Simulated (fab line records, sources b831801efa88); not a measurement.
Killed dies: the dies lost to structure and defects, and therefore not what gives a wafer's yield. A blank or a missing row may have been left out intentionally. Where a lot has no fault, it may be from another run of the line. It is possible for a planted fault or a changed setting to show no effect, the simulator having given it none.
2 desks looking at one fault -- flow sky130 -- each desk holds nothing but its own numbers, with what lay behind them at the end

== FROM THE METROLOGY DESK ==
What the gauges read for every lot (on any tool): the sampled wafers with a number, averaged. A lot is out of limits, marked OUT, if its mean lies more than 4 standard deviations from the usual mean; the brackets give that distance.
Columns: A = LOCAL_INTERCONNECT_OVL at SKY_LOCAL_INTERCONNECT_OVL_MEAS_12, usual 1 nm
lot,first seen here,A
L518,day 31 14:05,-2
L522,day 32 02:58,-3
L521,day 32 03:01,-2
L525,day 33 05:04,3
L526,day 33 08:31,-4
L527,day 33 11:22,9
L528,day 33 15:37,2
L529,day 33 23:58,5
L533,day 35 09:04,1
L538,day 37 00:52,5
L539,day 37 21:58,7
L540,day 37 22:40,-1
L541,day 38 01:10,-2
This desk's finding: nothing out of limits on any of the 13 lots.

== DESK OF THE TOOL OWNER: rie-diel-04 ==
The tool's own readings at SKY_CONTACT_ETCH_17 (etches SiO2 in C4F8/O2/Ar, stops on Si3N4, target depth 340 nm): means of the sampled wafers that have a number, for each lot that ran on this tool. A lot is out of limits, marked OUT, if its mean lies more than 4 standard deviations from the usual mean; the brackets give that distance.
Columns: A = bias-w at SKY_CONTACT_ETCH_17, usual 1200 W; B = oes-product-au at SKY_CONTACT_ETCH_17, usual 0.891 a.u.
lot,first seen here,A,B
L525,day 34 08:53,1198,0.886
L526,day 34 12:50,1201,0.894
L527,day 34 15:23,1203,0.889
L528,day 34 19:44,1220 (+6.0) OUT,0.890
L529,day 35 04:11,1222 (+6.6) OUT,0.888
This desk's verdict: out of limits on L528, L529, starting with L528 at day 34 19:44 (bias-w at SKY_CONTACT_ETCH_17). L525, L526, L527 stayed within limits.

== BROUGHT TOGETHER ==
The tool owner's desk had the chance to raise an alarm at day 34 19:44 on L528, L529.
At the metrology desk, nothing out of limits was observed.
The metrology desk has L528, L529 on record, within its limits.
Of the lots named, all ran SKY_CONTACT_ETCH_17 on rie-diel-04.

== WHAT WAS PUT IN BY THE SIMULATOR ==
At SKY_CONTACT_ETCH_17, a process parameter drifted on rie-diel-04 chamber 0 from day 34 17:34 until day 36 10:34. Setting bias-w, moved by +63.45, from 1200. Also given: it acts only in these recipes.
Struck lots among those shown: L528, L529.
Delay in hours, fault start to first out-of-limits reading, by desk: the tool owner's desk at 2.
